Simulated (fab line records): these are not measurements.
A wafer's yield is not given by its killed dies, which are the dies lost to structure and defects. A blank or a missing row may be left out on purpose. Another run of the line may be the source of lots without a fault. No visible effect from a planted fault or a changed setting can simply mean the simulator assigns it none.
A struck lot beside a sound one	flow sky130	16 out of 708 route steps
Sound: the wafers L103.4, L103.5, L103.6. Struck: wafers L110.1, L110.4, L110.6. The cause is given at the end.
For every step that has rows: the tool of each side, followed by ch and its chambers, followed by its first start. Under that, the readings that differ: sound wafers	struck wafers	difference of the means	sigmas: that difference in standard deviations of wafers without a fault.
alike: readings whose means differ by less than 2 such deviations, and words and numbers that are the same on both sides. not compared: withheld readings, readings that some wafer has no value for, bounds like >300 that may hide the same value, and numbers for which the record gives no deviation and whose values overlap.
The two part at a step that has a row with sigmas, a row that says differs or no value, or rows on one side only. Numbers that have no deviation but don't overlap get no sigmas and don't part them. Lack of a reading on every wafer of one side parts them only where that side has two or more wafers.

SKY_VIA2_BOW_MEAS_03:
  struck on filmMetro-01, day 38 00:08; sound on filmMetro-04, day 35 12:36
  alike: VIA2_BOW
then, 8 steps without rows for these wafers: SKY_VIA2_DEHYDRATE_04 (time 60 s); SKY_VIA2_HMDS_05 (prime time 60 s); SKY_VIA2_COAT_06 (resist thk 60 nm); SKY_VIA2_COAT_07 (resist thk 450 nm); SKY_VIA2_SOFTBAKE_08 (time 90 s); SKY_VIA2_EXPOSE_09 (exposes mask VIM2, target cd 200 nm); SKY_VIA2_PEB_10; SKY_VIA2_DEVELOP_11 (develop time 60 s).
SKY_VIA2_CD_MEAS_12: target cd 200 nm.
  struck on cdSem-02, day 39 01:25; sound on cdSem-02, day 36 13:20
  alike: cdNm
SKY_VIA2_OVL_MEAS_13:
  struck on overlay-01, day 39 01:32; sound on overlay-01, day 36 13:25
  alike: VIA2_OVL
SKY_VIA2_ETCH_14: etches BARC in N2/H2, stops on SiO2, time 45.9 s, target depth 60 nm.
  sound on rieDiel-03 ch 1,2,3, day 36 13:26; struck on rieDiel-02 ch 1,2,3, day 39 01:34
  alike: drypumpMotorCurrentA, oesProductAu, throttleValvePct
  not compared: rfHoursCounterH
SKY_VIA2_ETCH_15: etches SiO2 in C4F8/O2/Ar, stops on TiN, target depth 546 nm, time 84 s.
  sound on rieDiel-03 ch 1,2,3, day 36 13:29; struck on rieDiel-02 ch 1,2,3, day 39 01:37
reading	sound	struck	difference	sigmas
model.KrF-thick_of_VIA2_COAT_07.thkNm (nm)	280.1 283.9 283.1	221.1 216.9 223.5	-61.9	
model.TiN_of_METAL2_SPUTTER_04.thkNm (nm)	69.51 69.53 69.93	60.5 59.81 60.76	-9.3	
model.VIA2.featureDepthNm (nm)	495.1 496.1 495.2	505.6 507.6 506.8	+11.2	
  alike: oesProductAu
  not compared: rfHoursCounterH
SKY_VIA2_STRIP_16: strips in O2/N2.
  sound on plasmaAsher-02 ch 0,1, day 36 13:34; struck on plasmaAsher-01 ch 0,1, day 39 01:41
reading	sound	struck	difference	sigmas
oesProductAu (a.u.)	0.399 0.396 0.404	0.367 0.377 0.371	-0.028	-6
stripTimeToEndpointS (s)	4.016 4.041 4.047	3.376 3.347 3.423	-0.653	-28
  alike: drypumpMotorCurrentA
  not compared: rfHoursCounterH
then, 1 step without rows for these wafers: SKY_VIA2_STRIP_17 (strips in post etch residue remover, time 1200 s).
SKY_PAD_OPEN_PROBE_99:
  the record holds rows for the sound wafers here (prober-01, day 45 22:11) but none for the struck ones

## WHERE THEY PART
Last at SKY_PAD_OPEN_PROBE_99 as far as this record goes, first at SKY_VIA2_STRIP_16.

WHY: what had been put in by the simulator
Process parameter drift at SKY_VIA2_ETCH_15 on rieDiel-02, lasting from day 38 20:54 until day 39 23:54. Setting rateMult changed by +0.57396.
